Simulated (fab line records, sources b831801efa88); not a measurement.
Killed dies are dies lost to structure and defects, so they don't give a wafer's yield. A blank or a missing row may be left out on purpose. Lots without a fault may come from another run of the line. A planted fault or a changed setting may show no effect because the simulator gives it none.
fab line records | flow gf180mcu
record lots=5 wafers=15 last_day=33
route steps=602 shown LVPWELL@55 MVSD@66 MVPSD@78 VT_IMPLANT@90
lots that met no fault: from a run of the same line without faults
start_h: hours from the record's first day to the start of the lot's first wafer shown | wait_h: hours since the lot's step before | " the same as in the row above | L1.1+2: a row that stands for several wafers | - no value, or no start given | * or withheld: withheld | < > ~ a bound
route shown NAME@n: a module of which the file shows steps, and the number in the route of the first | usual: mean/standard deviation of fault-free wafers | same: alike in all rows | chamber/n: place in a boat | sites: the reading at each site | _std_site: their standard deviation | _edge_site: outer sites' mean less inner sites' | radius_mm: how far each site lies from the wafer's centre | mask NAME#n: copy n | behind: the tool/chamber that last shaped the wafer | hold: why the lot was held/for how many hours/how that ended | device: the transistor (n, p or np) that didn't switch | end of line: the same wafers' tests at the end of the route | a step without rows: its recipe alone | killed: dies lost to structure and defects at the first sort, not the wafer's yield | map: a wafer's dies, x killed, . not, _ none there
set.NAME: the setting as run; set.NAME@STEP: as run at that earlier step | model.NAME: the simulator's own value behind a step, which no gauge read
lots at some steps of the route; a table a step, a row a wafer
services: from which hour (start_h, from the record's first day; less than 0 if before it) a tool's chamber was out of use, for how many hours, and why
## steps
# step GF_LVPWELL_HMDS_01
# recipe prime_time_s=60 prime_temp_c=120
# columns lot.wafer tool chamber start_h wait_h
L082.3+4+6 litho_track-03 0 105.17 0.1
L083.3+5+6 litho_track-03 0 111.37 0.1
L085.2+3+6 litho_track-03 0 127.54 0.1
L090.2+4+6 litho_track-02 0 151.73 0.1
L093.2+3+5 litho_track-02 0 167.18 0.1
# step GF_LVPWELL_COAT_02
# recipe spin_rpm=2000 resist_thk_nm=3000
# usual spin_speed_rpm=2000.0/1.2
# columns lot.wafer tool chamber start_h wait_h spin_speed_rpm
L082.3 litho_track-03 0 105.32 0.1 2000.5
L082.4 " 0 " " 2000.0
L082.6 " 0 " " 1999.1
L083.3 litho_track-03 0 111.52 0.1 2000.1
L083.5 " 0 " " 2001.7
L083.6 " 0 " " 1998.5
L085.2 litho_track-03 0 127.69 0.1 2000.6
L085.3 " 0 " " 1999.5
L085.6 " 0 " " 1998.8
L090.2 litho_track-02 0 151.88 0.1 1998.3
L090.4 " 0 " " 1999.6
L090.6 " 0 " " 1999.3
L093.2 litho_track-02 0 167.33 0.1 2002.1
L093.3 " 0 " " 2000.0
L093.5 " 0 " " 2000.9
# step GF_LVPWELL_SOFTBAKE_03
# recipe temp_c=110 time_s=withheld
# columns lot.wafer tool chamber start_h wait_h
L082.3+4+6 litho_track-03 0 105.48 0.1
L083.3+5+6 litho_track-03 0 111.68 0.1
L085.2+3+6 litho_track-03 0 127.85 0.1
L090.2+4+6 litho_track-02 0 152.04 0.1
L093.2+3+5 litho_track-02 0 167.49 0.1
# step GF_LVPWELL_EXPOSE_04
# recipe mask_id=LVPWELL target_cd_nm=600 na=0.6 source_shape=conventional sigma_outer=0.6 dose_mj=260
# same sigma_outer=0.6
# columns lot.wafer tool chamber start_h wait_h mask
L082.3+4+6 iline_stepper-01 0 - - LVPWELL#0
L083.3+5+6 iline_stepper-02 0 - - LVPWELL#0
L085.2+3+6 iline_stepper-02 0 - - LVPWELL#0
L090.2+4+6 iline_stepper-02 0 - - LVPWELL#0
L093.2+3+5 iline_stepper-02 0 - - LVPWELL#0
# step GF_LVPWELL_PEB_05
# recipe temp_c=115 time_s=withheld
# columns lot.wafer tool chamber start_h wait_h
L082.3+4+6 litho_track-04 0 - -
L083.3+5+6 litho_track-04 0 - -
L085.2+3+6 litho_track-02 0 - -
L090.2+4+6 litho_track-04 0 - -
L093.2+3+5 litho_track-02 0 - -
# step GF_LVPWELL_DEVELOP_06
# recipe wall_angle_deg=90 develop_time_s=60 dev_temp_c=23
# usual developer_temp_C=22.97/0.11
# columns lot.wafer tool chamber start_h wait_h developer_temp_C
L082.3 litho_track-04 0 - - 23.02
L082.4 " 0 " " 22.95
L082.6 " 0 " " 23.01
L083.3 litho_track-04 0 - - 22.91
L083.5 " 0 " " 22.72
L083.6 " 0 " " 22.83
L085.2 litho_track-02 0 - - 22.99
L085.3 " 0 " " 22.86
L085.6 " 0 " " 22.80
L090.2 litho_track-04 0 - - 22.82
L090.4 " 0 " " 22.91
L090.6 " 0 " " 22.77
L093.2 litho_track-02 0 - - 22.80
L093.3 " 0 " " 23.17
L093.5 " 0 " " 22.89
# step GF_LVPWELL_OVL_MEAS_07
# usual LVPWELL_OVL=-0.4/1.3
# columns lot.wafer tool chamber start_h wait_h LVPWELL_OVL[nm]
L082.3 overlay-01 - 112.19 - -2.4
L082.4 " - " " -2.1
L082.6 " - " " -1.3
L083.3 overlay-01 - 118.79 - -0.8
L083.5 " - " " -0.5
L083.6 " - " " -0.1
L085.2 overlay-02 - 134.96 - -1.5
L085.3 " - " " -1.1
L085.6 " - " " -1.5
L090.2 overlay-01 - 160.24 - 1.5
L090.4 " - " " 1.1
L090.6 " - " " 0.8
L093.2 overlay-01 - 176.06 - 0.9
L093.3 " - " " 0.5
L093.5 " - " " -1.1
# step GF_LVPWELL_IMPLANT_08
# recipe species=B energy_kev=170 dose_cm2=1.5e+13 tilt_deg=0
# usual end_station_pressure_torr=5.04e-06/2.5e-07 tilt_deg=-0.001/0.019
# columns lot.wafer tool chamber start_h wait_h end_station_pressure_torr tilt_deg
L082.3 implanter-01 0 112.27 0.1 4.85e-06 -0.013
L082.4 " 0 " " 5.1e-06 -0.033
L082.6 " 0 " " 5.07e-06 -0.024
L083.3 implanter-02 0 118.87 0.1 5e-06 0.011
L083.5 " 0 " " 4.83e-06 0.017
L083.6 " 0 " " 5.07e-06 -0.014
L085.2 implanter-01 0 135.02 0.0 5.19e-06 -0.005
L085.3 " 0 " " 5.05e-06 -0.007
L085.6 " 0 " " 4.75e-06 0.021
L090.2 implanter-01 0 160.29 0.0 5.21e-06 -0.007
L090.4 " 0 " " 5.05e-06 -0.034
L090.6 " 0 " " 5.18e-06 -0.038
L093.2 implanter-03 0 176.12 0.0 5.2e-06 0.019
L093.3 " 0 " " 4.71e-06 0.007
L093.5 " 0 " " 4.46e-06 0.010
# step GF_LVPWELL_IMPLANT_09
# recipe species=B energy_kev=60 dose_cm2=5e+12 tilt_deg=0
# usual end_station_pressure_torr=5e-06/2.6e-07 tilt_deg=-0.003/0.021
# columns lot.wafer tool chamber start_h wait_h end_station_pressure_torr tilt_deg
L082.3 implanter-01 0 112.42 0.1 5.62e-06 0.035
L082.4 " 0 " " 4.81e-06 0.033
L082.6 " 0 " " 5.34e-06 0.022
L083.3 implanter-02 0 119.02 0.1 4.96e-06 0.001
L083.5 " 0 " " 4.9e-06 0.004
L083.6 " 0 " " 5.11e-06 -0.014
L085.2 implanter-01 0 135.17 0.1 4.84e-06 -0.021
L085.3 " 0 " " 4.66e-06 -0.013
L085.6 " 0 " " 4.88e-06 -0.049
L090.2 implanter-01 0 160.44 0.1 5.06e-06 0.009
L090.4 " 0 " " 5.06e-06 0.006
L090.6 " 0 " " 5.38e-06 0.010
L093.2 implanter-03 0 176.27 0.1 4.61e-06 -0.002
L093.3 " 0 " " 4.96e-06 0.022
L093.5 " 0 " " 5.17e-06 0.033
# step GF_LVPWELL_STRIP_10
# recipe chemistry=O2/N2 power_w=1400 pressure_mtorr=1500 platen_temp_c=250 o2_flow_sccm=3000 n2_flow_sccm=300 overash_fraction=0.5
# usual drypump_motor_current_A=5.7/0.36 heater_power_w=340/44 oes_product_au=0.722/0.0043 strip_time_to_endpoint_s=37.01/0.093
# columns lot.wafer tool chamber start_h wait_h drypump_motor_current_A heater_power_w oes_product_au rf_hours_counter_h strip_time_to_endpoint_s
L082.3 plasma_asher-01 1 112.55 0.1 5.2 378 0.721 - 36.97
L082.4 " 0 " " 5.5 318 0.731 - 37.07
L082.6 " 1 " " 5.2 377 0.723 - 37.04
L083.3 plasma_asher-04 0 119.15 0.1 5.2 266 0.723 - 36.92
L083.5 " 0 " " 5.2 267 0.718 - 36.87
L083.6 " 1 " " 6.1 330 0.722 - 36.82
L085.2 plasma_asher-01 0 135.29 0.1 5.4 315 0.727 49 36.96
L085.3 " 0 " " 5.4 315 0.729 - 37.00
L085.6 " 0 " " 5.5 319 0.719 - 37.00
L090.2 plasma_asher-04 0 160.57 0.1 5.2 274 0.720 4 37.07
L090.4 " 0 " " 5.2 268 0.716 - 37.01
L090.6 " 1 " " 6.1 325 0.720 - 36.89
L093.2 plasma_asher-03 1 176.39 0.1 5.9 355 0.717 38 37.05
L093.3 " 1 " " 5.9 355 0.727 - 36.96
L093.5 " 0 " " 6.0 416 0.718 - 37.14
# step GF_LVPWELL_TW_MEAS_11
# usual LVPWELL_TW=557/6.2
# columns lot.wafer tool chamber start_h wait_h LVPWELL_TW
L082.3 film_metro-01 - 112.64 0.1 562
L082.4 " - " " 562
L082.6 " - " " 563
L083.3 film_metro-01 - 119.24 0.1 563
L083.5 " - " " 564
L083.6 " - " " 562
L085.2 film_metro-03 - 135.40 0.1 559
L085.3 " - " " 558
L085.6 " - " " 555
L090.2 film_metro-01 - 160.68 0.1 561
L090.4 " - " " 560
L090.6 " - " " 562
L093.2 film_metro-03 - 176.50 0.1 554
L093.3 " - " " 555
L093.5 " - " " 554
# step GF_MVSD_DEHYDRATE_00
# recipe temp_c=200 time_s=60
# columns lot.wafer tool chamber start_h wait_h
L082.3+4+6 litho_track-01 0 119.29 6.6
L083.3+5+6 litho_track-01 0 126.64 7.4
L085.2+3+6 litho_track-03 0 142.74 7.3
L090.2+4+6 litho_track-04 0 168.31 7.6
L093.2+3+5 litho_track-01 0 184.06 7.6
# step GF_MVSD_HMDS_01
# recipe prime_time_s=60 prime_temp_c=120
# columns lot.wafer tool chamber start_h wait_h
L082.3+4+6 litho_track-01 0 119.44 0.1
L083.3+5+6 litho_track-01 0 126.79 0.1
L085.2+3+6 litho_track-03 0 142.89 0.1
L090.2+4+6 litho_track-04 0 168.46 0.1
L093.2+3+5 litho_track-01 0 184.21 0.1
# step GF_MVSD_COAT_02
# recipe spin_rpm=2000 resist_thk_nm=3000
# usual spin_speed_rpm=2000.0/1.4
# columns lot.wafer tool chamber start_h wait_h spin_speed_rpm
L082.3 litho_track-01 0 119.59 0.1 1999.3
L082.4 " 0 " " 1999.4
L082.6 " 0 " " 1996.8
L083.3 litho_track-01 0 126.94 0.1 2000.3
L083.5 " 0 " " 2000.5
L083.6 " 0 " " 2000.3
L085.2 litho_track-03 0 143.04 0.1 2000.2
L085.3 " 0 " " 2000.0
L085.6 " 0 " " 1999.0
L090.2 litho_track-04 0 168.61 0.1 2002.0
L090.4 " 0 " " 1997.6
L090.6 " 0 " " 2000.4
L093.2 litho_track-01 0 184.36 0.1 2000.8
L093.3 " 0 " " 2000.8
L093.5 " 0 " " 1999.6
# step GF_MVSD_SOFTBAKE_03
# recipe temp_c=110 time_s=withheld
# columns lot.wafer tool chamber start_h wait_h
L082.3+4+6 litho_track-01 0 119.76 0.1
L083.3+5+6 litho_track-01 0 127.11 0.1
L085.2+3+6 litho_track-03 0 143.20 0.1
L090.2+4+6 litho_track-04 0 168.76 0.1
L093.2+3+5 litho_track-01 0 184.52 0.1
# step GF_MVSD_EXPOSE_04
# recipe mask_id=MVSD target_cd_nm=1000 na=0.6 source_shape=conventional sigma_outer=0.6 dose_mj=260
# same sigma_outer=0.6
# columns lot.wafer tool chamber start_h wait_h mask
L082.3+4+6 iline_stepper-02 0 - - MVSD#0
L083.3+5+6 iline_stepper-01 0 - - MVSD#0
L085.2+3+6 iline_stepper-02 0 - - MVSD#0
L090.2+4+6 iline_stepper-02 0 - - MVSD#0
L093.2+3+5 iline_stepper-02 0 - - MVSD#0
# step GF_MVSD_PEB_05
# recipe temp_c=115 time_s=withheld
# columns lot.wafer tool chamber start_h wait_h
L082.3+4+6 litho_track-04 0 - -
L083.3+5+6 litho_track-03 0 - -
L085.2+3+6 litho_track-01 0 - -
L090.2+4+6 litho_track-04 0 - -
L093.2+3+5 litho_track-01 0 - -
# step GF_MVSD_DEVELOP_06
# recipe wall_angle_deg=90 develop_time_s=60 dev_temp_c=23
# usual developer_temp_C=22.97/0.12
# columns lot.wafer tool chamber start_h wait_h developer_temp_C
L082.3 litho_track-04 0 - - 23.01
L082.4 " 0 " " 22.97
L082.6 " 0 " " 22.99
L083.3 litho_track-03 0 - - 22.95
L083.5 " 0 " " 23.03
L083.6 " 0 " " 22.90
L085.2 litho_track-01 0 - - 22.85
L085.3 " 0 " " 23.03
L085.6 " 0 " " 23.03
L090.2 litho_track-04 0 - - 22.76
L090.4 " 0 " " 22.70
L090.6 " 0 " " 22.75
L093.2 litho_track-01 0 - - 22.90
L093.3 " 0 " " 22.87
L093.5 " 0 " " 22.98
# step GF_MVSD_OVL_MEAS_07
# usual MVSD_OVL=-1.2/1.5
# columns lot.wafer tool chamber start_h wait_h MVSD_OVL[nm]
L082.3 overlay-02 - 127.54 - 0.0
L082.4 " - " " -2.4
L082.6 " - " " 0.5
L083.3 overlay-01 - 134.38 - -2.7
L083.5 " - " " -0.5
L083.6 " - " " -1.6
L085.2 overlay-01 - 150.20 - -0.7
L085.3 " - " " 1.7
L085.6 " - " " 0.0
L090.2 overlay-01 - 177.09 - 0.9
L090.4 " - " " -0.2
L090.6 " - " " -1.0
L093.2 overlay-02 - 193.00 - -4.2
L093.3 " - " " -2.7
L093.5 " - " " -3.0
# step GF_MVSD_IMPLANT_08
# recipe species=P energy_kev=400 dose_cm2=1.6e+13 tilt_deg=0
# usual end_station_pressure_torr=5.1e-06/3.1e-07 tilt_deg=0.000/0.023
# columns lot.wafer tool chamber start_h wait_h end_station_pressure_torr tilt_deg
L082.3 implanter-04 0 127.62 0.1 5.1e-06 -0.007
L082.4 " 0 " " 4.6e-06 -0.019
L082.6 " 0 " " 4.7e-06 -0.043
L083.3 implanter-03 0 134.45 0.1 4.7e-06 -0.019
L083.5 " 0 " " 5.6e-06 -0.011
L083.6 " 0 " " 4.9e-06 0.006
L085.2 implanter-03 0 150.25 0.0 4.4e-06 0.029
L085.3 " 0 " " 5e-06 0.019
L085.6 " 0 " " 4.7e-06 0.021
L090.2 implanter-03 0 177.14 0.0 5e-06 0.028
L090.4 " 0 " " 5.1e-06 0.023
L090.6 " 0 " " 5.4e-06 0.035
L093.2 implanter-04 0 193.05 0.0 5.1e-06 -0.001
L093.3 " 0 " " 4.9e-06 -0.004
L093.5 " 0 " " 4.7e-06 -0.044
# step GF_MVSD_IMPLANT_09
# recipe species=P energy_kev=100 dose_cm2=5e+12 tilt_deg=0
# usual end_station_pressure_torr=5.03e-06/2.4e-07 tilt_deg=-0.005/0.02
# columns lot.wafer tool chamber start_h wait_h end_station_pressure_torr tilt_deg
L082.3 implanter-04 0 127.77 0.1 4.71e-06 -0.038
L082.4 " 0 " " 4.93e-06 0.029
L082.6 " 0 " " 5.06e-06 0.008
L083.3 implanter-03 0 134.60 0.1 5.25e-06 -0.013
L083.5 " 0 " " 5.02e-06 -0.007
L083.6 " 0 " " 5.11e-06 -0.011
L085.2 implanter-03 0 150.40 0.1 5.26e-06 -0.001
L085.3 " 0 " " 5.15e-06 0.013
L085.6 " 0 " " 5.18e-06 -0.001
L090.2 implanter-03 0 177.29 0.1 4.86e-06 -0.020
L090.4 " 0 " " 5.08e-06 -0.038
L090.6 " 0 " " 4.88e-06 -0.022
L093.2 implanter-04 0 193.20 0.1 4.39e-06 0.003
L093.3 " 0 " " 5.12e-06 -0.028
L093.5 " 0 " " 4.99e-06 -0.015
# step GF_MVSD_STRIP_10
# recipe chemistry=O2/N2 power_w=1400 pressure_mtorr=1500 platen_temp_c=250 o2_flow_sccm=3000 n2_flow_sccm=300 overash_fraction=0.5
# usual drypump_motor_current_A=5.95/0.27 heater_power_w=364/37 oes_product_au=0.722/0.0049 strip_time_to_endpoint_s=36.97/0.1
# columns lot.wafer tool chamber start_h wait_h drypump_motor_current_A heater_power_w oes_product_au rf_hours_counter_h strip_time_to_endpoint_s
L082.3 plasma_asher-02 1 127.90 0.1 5.88 347 0.727 - 36.80
L082.4 " 0 " " 6.31 390 0.720 - 36.93
L082.6 " 1 " " 5.87 352 0.726 - 36.93
L083.3 plasma_asher-03 1 134.73 0.1 5.92 357 0.721 - 36.94
L083.5 " 1 " " 5.91 346 0.723 - 37.04
L083.6 " 0 " " 5.96 405 0.713 - 37.00
L085.2 plasma_asher-03 0 150.53 0.1 5.98 400 0.717 35 36.98
L085.3 " 1 " " 5.89 363 0.726 - 37.14
L085.6 " 0 " " 5.99 402 0.716 - 37.15
L090.2 plasma_asher-03 1 177.42 0.1 5.89 360 0.718 38 36.96
L090.4 " 0 " " 5.95 410 0.726 - 36.84
L090.6 " 0 " " 5.95 399 0.726 - 36.88
L093.2 plasma_asher-02 1 193.33 0.1 5.82 362 0.723 54 36.94
L093.3 " 0 " " 6.31 392 0.723 - 37.03
L093.5 " 0 " " 6.33 373 0.715 - 36.98
# step GF_MVSD_TW_MEAS_11
# usual MVSD_TW=1562/17
# columns lot.wafer tool chamber start_h wait_h MVSD_TW
L082.3 film_metro-01 - 127.99 0.1 1580
L082.4 " - " " 1581
L082.6 " - " " 1585
L083.3 film_metro-04 - 134.82 0.1 1557
L083.5 " - " " 1547
L083.6 " - " " 1556
L085.2 film_metro-01 - 150.64 0.1 1586
L085.3 " - " " 1579
L085.6 " - " " 1579
L090.2 film_metro-03 - 177.53 0.1 1563
L090.4 " - " " 1563
L090.6 " - " " 1556
L093.2 film_metro-04 - 193.44 0.1 1553
L093.3 " - " " 1546
L093.5 " - " " 1551
# step GF_MVPSD_DEHYDRATE_00
# recipe temp_c=200 time_s=60
# columns lot.wafer tool chamber start_h wait_h
L082.3+4+6 litho_track-04 0 134.63 6.6
L083.3+5+6 litho_track-01 0 142.14 7.3
L085.2+3+6 litho_track-04 0 158.51 7.9
L090.2+4+6 litho_track-04 0 185.26 7.7
L093.2+3+5 litho_track-01 0 201.51 8.1
# step GF_MVPSD_HMDS_01
# recipe prime_time_s=60 prime_temp_c=120
# columns lot.wafer tool chamber start_h wait_h
L082.3+4+6 litho_track-04 0 134.78 0.1
L083.3+5+6 litho_track-01 0 142.29 0.1
L085.2+3+6 litho_track-04 0 158.66 0.1
L090.2+4+6 litho_track-04 0 185.41 0.1
L093.2+3+5 litho_track-01 0 201.66 0.1
# step GF_MVPSD_COAT_02
# recipe spin_rpm=2000 resist_thk_nm=3000
# usual spin_speed_rpm=2000.2/1.4
# columns lot.wafer tool chamber start_h wait_h spin_speed_rpm
L082.3 litho_track-04 0 134.93 0.1 1998.7
L082.4 " 0 " " 1998.7
L082.6 " 0 " " 1999.6
L083.3 litho_track-01 0 142.44 0.1 2001.4
L083.5 " 0 " " 2000.3
L083.6 " 0 " " 2000.3
L085.2 litho_track-04 0 158.81 0.1 1998.5
L085.3 " 0 " " 2001.9
L085.6 " 0 " " 2001.9
L090.2 litho_track-04 0 185.56 0.1 2001.2
L090.4 " 0 " " 1998.6
L090.6 " 0 " " 2002.0
L093.2 litho_track-01 0 201.81 0.1 2002.2
L093.3 " 0 " " 1999.9
L093.5 " 0 " " 1999.8
# step GF_MVPSD_SOFTBAKE_03
# recipe temp_c=110 time_s=withheld
# columns lot.wafer tool chamber start_h wait_h
L082.3+4+6 litho_track-04 0 135.10 0.1
L083.3+5+6 litho_track-01 0 142.61 0.1
L085.2+3+6 litho_track-04 0 158.96 0.1
L090.2+4+6 litho_track-04 0 185.71 0.1
L093.2+3+5 litho_track-01 0 201.97 0.1
# step GF_MVPSD_EXPOSE_04
# recipe mask_id=MVPSD target_cd_nm=1000 na=0.6 source_shape=conventional sigma_outer=0.6 dose_mj=260
# same sigma_outer=0.6
# columns lot.wafer tool chamber start_h wait_h mask
L082.3+4+6 iline_stepper-02 0 - - MVPSD#0
L083.3+5+6 iline_stepper-01 0 - - MVPSD#0
L085.2+3+6 iline_stepper-01 0 - - MVPSD#0
L090.2+4+6 iline_stepper-01 0 - - MVPSD#0
L093.2+3+5 iline_stepper-01 0 - - MVPSD#0
# step GF_MVPSD_PEB_05
# recipe temp_c=115 time_s=withheld
# columns lot.wafer tool chamber start_h wait_h
L082.3+4+6 litho_track-04 0 - -
L083.3+5+6 litho_track-02 0 - -
L085.2+3+6 litho_track-02 0 - -
L090.2+4+6 litho_track-02 0 - -
L093.2+3+5 litho_track-02 0 - -
# step GF_MVPSD_DEVELOP_06
# recipe wall_angle_deg=90 develop_time_s=60 dev_temp_c=23
# usual developer_temp_C=22.99/0.11
# columns lot.wafer tool chamber start_h wait_h developer_temp_C
L082.3 litho_track-04 0 - - 22.97
L082.4 " 0 " " 23.03
L082.6 " 0 " " 22.99
L083.3 litho_track-02 0 - - 22.97
L083.5 " 0 " " 23.03
L083.6 " 0 " " 23.00
L085.2 litho_track-02 0 - - 22.91
L085.3 " 0 " " 23.00
L085.6 " 0 " " 22.96
L090.2 litho_track-02 0 - - 22.96
L090.4 " 0 " " 23.00
L090.6 " 0 " " 22.92
L093.2 litho_track-02 0 - - 22.94
L093.3 " 0 " " 22.95
L093.5 " 0 " " 22.97
# step GF_MVPSD_OVL_MEAS_07
# usual MVPSD_OVL=0.2/1.5
# columns lot.wafer tool chamber start_h wait_h MVPSD_OVL[nm]
L082.3 overlay-02 - 143.04 - -0.4
L082.4 " - " " -0.5
L082.6 " - " " -0.7
L083.3 overlay-02 - 150.02 - 0.1
L083.5 " - " " -0.8
L083.6 " - " " -0.7
L085.2 overlay-02 - 167.01 - -4.9
L085.3 " - " " -0.4
L085.6 " - " " -1.5
L090.2 overlay-02 - 194.16 - -2.4
L090.4 " - " " -0.6
L090.6 " - " " -2.3
L093.2 overlay-01 - 210.91 - -0.4
L093.3 " - " " -0.8
L093.5 " - " " -0.2
# step GF_MVPSD_IMPLANT_08
# recipe species=B energy_kev=170 dose_cm2=1.5e+13 tilt_deg=0
# usual end_station_pressure_torr=5.08e-06/2.8e-07 tilt_deg=0.001/0.021
# columns lot.wafer tool chamber start_h wait_h end_station_pressure_torr tilt_deg
L082.3 implanter-04 0 143.12 0.1 5.15e-06 -0.028
L082.4 " 0 " " 4.74e-06 -0.003
L082.6 " 0 " " 5.14e-06 0.006
L083.3 implanter-04 0 150.09 0.1 5.26e-06 -0.030
L083.5 " 0 " " 4.88e-06 -0.024
L083.6 " 0 " " 5e-06 -0.035
L085.2 implanter-03 0 167.07 0.0 5.87e-06 -0.016
L085.3 " 0 " " 5.04e-06 -0.006
L085.6 " 0 " " 5.18e-06 -0.003
L090.2 implanter-04 0 194.22 0.0 4.9e-06 -0.008
L090.4 " 0 " " 5.37e-06 0.010
L090.6 " 0 " " 4.44e-06 -0.004
L093.2 implanter-03 0 210.97 0.0 4.95e-06 0.009
L093.3 " 0 " " 5.02e-06 0.008
L093.5 " 0 " " 4.82e-06 0.006
# step GF_MVPSD_IMPLANT_09
# recipe species=B energy_kev=40 dose_cm2=5.054e+12 tilt_deg=0
# usual end_station_pressure_torr=5.04e-06/2.6e-07 tilt_deg=0.002/0.02
# columns lot.wafer tool chamber start_h wait_h end_station_pressure_torr tilt_deg
L082.3 implanter-04 0 143.27 0.1 4.99e-06 0.007
L082.4 " 0 " " 5.07e-06 -0.006
L082.6 " 0 " " 4.86e-06 0.001
L083.3 implanter-04 0 150.24 0.1 5e-06 -0.060
L083.5 " 0 " " 4.8e-06 -0.022
L083.6 " 0 " " 4.89e-06 -0.031
L085.2 implanter-03 0 167.22 0.1 4.93e-06 0.007
L085.3 " 0 " " 5.32e-06 -0.009
L085.6 " 0 " " 4.53e-06 0.000
L090.2 implanter-04 0 194.37 0.1 5.06e-06 0.026
L090.4 " 0 " " 4.91e-06 0.021
L090.6 " 0 " " 4.6e-06 0.012
L093.2 implanter-03 0 211.12 0.1 5.06e-06 0.020
L093.3 " 0 " " 5.13e-06 0.013
L093.5 " 0 " " 5.13e-06 0.032
# step GF_MVPSD_STRIP_10
# recipe chemistry=O2/N2 power_w=1400 pressure_mtorr=1500 platen_temp_c=250 o2_flow_sccm=3000 n2_flow_sccm=300 overash_fraction=0.5
# usual drypump_motor_current_A=5.7/0.43 heater_power_w=340/41 oes_product_au=0.722/0.0047 strip_time_to_endpoint_s=36.95/0.071
# columns lot.wafer tool chamber start_h wait_h drypump_motor_current_A heater_power_w oes_product_au rf_hours_counter_h strip_time_to_endpoint_s
L082.3 plasma_asher-02 1 143.40 0.1 5.8 339 0.719 - 36.81
L082.4 " 0 " " 6.3 384 0.714 - 36.88
L082.6 " 0 " " 6.3 393 0.723 - 36.98
L083.3 plasma_asher-02 0 150.38 0.1 6.3 394 0.727 - 36.96
L083.5 " 0 " " 6.3 385 0.728 - 36.89
L083.6 " 1 " " 5.9 351 0.720 - 36.84
L085.2 plasma_asher-01 0 167.34 0.1 5.5 321 0.728 53 36.85
L085.3 " 0 " " 5.5 323 0.717 - 36.88
L085.6 " 1 " " 5.2 392 0.723 - 36.93
L090.2 plasma_asher-04 1 194.49 0.1 6.1 322 0.712 8 36.88
L090.4 " 1 " " 6.1 321 0.727 - 36.94
L090.6 " 1 " " 6.1 318 0.721 - 37.00
L093.2 plasma_asher-01 1 211.24 0.1 5.2 374 0.724 56 36.94
L093.3 " 0 " " 5.4 318 0.725 - 36.93
L093.5 " 0 " " 5.4 313 0.727 - 36.89
# step GF_MVPSD_TW_MEAS_11
# usual MVPSD_TW=549/5.9
# columns lot.wafer tool chamber start_h wait_h MVPSD_TW
L082.3 film_metro-04 - 143.49 0.1 544
L082.4 " - " " 544
L082.6 " - " " 545
L083.3 film_metro-03 - 150.46 0.1 547
L083.5 " - " " 548
L083.6 " - " " 548
L085.2 film_metro-03 - 167.45 0.1 550
L085.3 " - " " 551
L085.6 " - " " 550
L090.2 film_metro-01 - 194.60 0.1 556
L090.4 " - " " 560
L090.6 " - " " 557
L093.2 film_metro-03 - 211.35 0.1 548
L093.3 " - " " 547
L093.5 " - " " 546
# step GF_VT_IMPLANT_DEHYDRATE_00
# recipe temp_c=200 time_s=60
# columns lot.wafer tool chamber start_h wait_h
L082.3+4+6 litho_track-01 0 150.24 6.7
L083.3+5+6 litho_track-01 0 158.19 7.7
L085.2+3+6 litho_track-01 0 175.41 8.0
L090.2+4+6 litho_track-01 0 202.91 8.3
L093.2+3+5 litho_track-01 0 220.16 8.8
# step GF_VT_IMPLANT_HMDS_01
# recipe prime_time_s=60 prime_temp_c=120
# columns lot.wafer tool chamber start_h wait_h
L082.3+4+6 litho_track-01 0 150.39 0.1
L083.3+5+6 litho_track-01 0 158.34 0.1
L085.2+3+6 litho_track-01 0 175.56 0.1
L090.2+4+6 litho_track-01 0 203.06 0.1
L093.2+3+5 litho_track-01 0 220.31 0.1
# step GF_VT_IMPLANT_COAT_02
# recipe resist=NOVOLAK spin_rpm=3000 resist_thk_nm=1007
# usual spin_speed_rpm=3000.0/1.8
# columns lot.wafer tool chamber start_h wait_h spin_speed_rpm
L082.3 litho_track-01 0 150.54 0.1 3000.2
L082.4 " 0 " " 3000.0
L082.6 " 0 " " 3003.5
L083.3 litho_track-01 0 158.49 0.1 3001.1
L083.5 " 0 " " 2999.7
L083.6 " 0 " " 3001.9
L085.2 litho_track-01 0 175.71 0.1 3003.6
L085.3 " 0 " " 3001.6
L085.6 " 0 " " 3007.4
L090.2 litho_track-01 0 203.21 0.1 3001.4
L090.4 " 0 " " 2998.5
L090.6 " 0 " " 3000.9
L093.2 litho_track-01 0 220.46 0.1 2999.0
L093.3 " 0 " " 2999.0
L093.5 " 0 " " 2997.8
# step GF_VT_IMPLANT_SOFTBAKE_03
# recipe temp_c=90 time_s=60 resist=NOVOLAK
# columns lot.wafer tool chamber start_h wait_h
L082.3+4+6 litho_track-01 0 150.69 0.1
L083.3+5+6 litho_track-01 0 158.64 0.1
L085.2+3+6 litho_track-01 0 175.86 0.1
L090.2+4+6 litho_track-01 0 203.36 0.1
L093.2+3+5 litho_track-01 0 220.61 0.1
# step GF_VT_IMPLANT_EXPOSE_04
# recipe mask_id=LVPWELL_LV_AREA target_cd_nm=600 na=0.6 source_shape=conventional sigma_outer=0.6 dose_mj=140
# same sigma_outer=0.6
# columns lot.wafer tool chamber start_h wait_h mask
L082.3+4+6 iline_stepper-01 0 - - LVPWELL_LV_AREA#0
L083.3+5+6 iline_stepper-02 0 - - LVPWELL_LV_AREA#0
L085.2+3+6 iline_stepper-01 0 - - LVPWELL_LV_AREA#0
L090.2+4+6 iline_stepper-01 0 - - LVPWELL_LV_AREA#0
L093.2+3+5 iline_stepper-01 0 - - LVPWELL_LV_AREA#0
# step GF_VT_IMPLANT_PEB_05
# recipe temp_c=withheld time_s=* resist=NOVOLAK
# columns lot.wafer tool chamber start_h wait_h
L082.3+4+6 litho_track-01 0 - -
L083.3+5+6 litho_track-01 0 - -
L085.2+3+6 litho_track-01 0 - -
L090.2+4+6 litho_track-01 0 - -
L093.2+3+5 litho_track-03 0 - -
## services
# columns tool chamber start_h hours kind
iline_stepper-02 - 81.75 1.6 repair
implanter-03 - 81.79 3.4 repair
iline_stepper-01 - 84.40 9.7 repair
implanter-01 - 90.13 2.3 repair
iline_stepper-02 - 106.02 1.7 pm
iline_stepper-02 - 107.36 - calibration
plasma_asher-04 - 108.75 9.0 pm
plasma_asher-04 0 108.75 9.0 vent_cycle
plasma_asher-04 1 108.75 9.0 vent_cycle
implanter-03 - 115.75 4.6 pm
plasma_asher-04 0 117.75 - clean
plasma_asher-04 1 117.75 - clean
implanter-01 - 145.43 1.5 repair
implanter-02 - 161.24 99.5 pm
plasma_asher-02 - 162.98 8.4 repair
implanter-03 - 163.17 2.8 pm
iline_stepper-01 - 183.89 0.9 repair
plasma_asher-01 - 183.94 15.6 pm
plasma_asher-04 - 202.01 1.9 repair
iline_stepper-02 - 202.27 5.7 repair
iline_stepper-01 0 206.03 - calibration
iline_stepper-01 - 213.39 1.7 pm
implanter-01 - 220.17 7.6 repair
implanter-01 - 227.81 6.0 pm
## key
fault none
